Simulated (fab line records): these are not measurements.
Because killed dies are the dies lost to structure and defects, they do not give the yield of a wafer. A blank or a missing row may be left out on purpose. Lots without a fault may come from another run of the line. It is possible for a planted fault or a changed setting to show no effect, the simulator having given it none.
Split-lot trial -- flow gf180mcu -- route with 602 steps; 5 lots, 23 wafers read

== ABOUT THE SPLIT ==
At GF_MIM_CVD_05 (deposits Si3N4, target thk 42 nm, time 29.086 s), the setting timeS was moved away from the recipe's 29.086 s on 6 of the 23 wafers read, by -11.1% to +14.1%. For the rest of the wafers, this setting stayed at what the recipe calls for.

No step appears in the file between the split and the reading.

== THE READING ==
MIM_CVD_05_THK at GF_MIM_THK_MEAS_06, in nm. A value of 42.0 nm with a standard deviation of 0.52 nm is what fault-free wafers of this fab line usually give.

wafer,"tool, chamber at the split","timeS as run, s",against the recipe,"MIM_CVD_05_THK, nm",against lot-mates on the recipe
L076.1,"pecvd-04, 1",29.086,recipe,41.8,-
L076.5,"pecvd-04, 2",29.086,recipe,41.6,-
L076.6,"pecvd-04, 1",29.086,recipe,42.5,-
L078.1,"pecvd-03, 1",33.18,+14.1%,47.4,+5.1
L078.2,"pecvd-03, 2",29.086,recipe,42.0,-
L078.4,"pecvd-03, 1",33.18,+14.1%,48.2,+5.9
L078.5,"pecvd-03, 2",29.086,recipe,42.6,-
L078.6,"pecvd-03, 0",29.086,recipe,42.4,-
L082.1,"pecvd-02, 1",32.82,+12.8%,47.0,+4.5
L082.2,"pecvd-02, 2",29.086,recipe,42.5,-
L082.3,"pecvd-02, 2",29.086,recipe,42.8,-
L082.4,"pecvd-02, 1",29.086,recipe,42.2,-
L082.5,"pecvd-02, 1",32.82,+12.8%,47.7,+5.2
L083.2,"pecvd-04, 0",25.85,-11.1%,36.8,-5.3
L083.3,"pecvd-04, 1",29.086,recipe,41.9,-
L083.4,"pecvd-04, 0",29.086,recipe,41.8,-
L083.5,"pecvd-04, 1",29.086,recipe,42.5,-
L083.6,"pecvd-04, 2",25.85,-11.1%,37.0,-5.1
L084.2,"pecvd-04, 2",29.086,recipe,40.9,-
L084.3,"pecvd-04, 0",29.086,recipe,41.4,-
L084.4,"pecvd-04, 2",29.086,recipe,41.7,-
L084.5,"pecvd-04, 1",29.086,recipe,42.4,-
L084.6,"pecvd-04, 0",29.086,recipe,41.8,-

FIT RESULTS
A straight line over all 23 wafers: MIM_CVD_05_THK changes by +0.426 nm for each +1% of timeS; r = +0.99; the points scatter about the line by 0.49 nm.
The same after taking each lot's own level away (the mean of its wafers on the recipe; 23 wafers): +0.408 nm for each +1%; r = +0.99; scatter 0.43 nm.
The reading moves by 5.7 nm for the largest change in timeS, on that fit.
The span of the lots' own levels, 41.64 to 42.50 nm, comes to 1.7 times the standard deviation stated above.
Hence the lot-to-lot level has little effect on the slope; both slopes agree.
Check: +5.78 nm against its lot-mates is what the line predicts for one of the wafers moved furthest among these (+14.1%) when that wafer is left out of the fit. Against them it came out at +5.07 nm.

== THE WHOLE CHAIN: every reading that the file lists as answering this split, in the file's order ==
step,what it does,reading,change (the file's fit),r (the file's)
GF_MIM_CVD_05,"deposits Si3N4, target thk 42 nm, time 29.086 s","Si3N4_of_MIM_CVD_05.thkNm (the simulator's own value, which no gauge read)",+0.402 nm for each +1% of the setting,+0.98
GF_MIM_THK_MEAS_06,,MIM_CVD_05_THK,+0.404 for each +1% of the setting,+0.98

== THE FILE'S OWN FIT ==
MIM_CVD_05_THK changes by +0.404 nm for each +1% of timeS, r = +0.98.
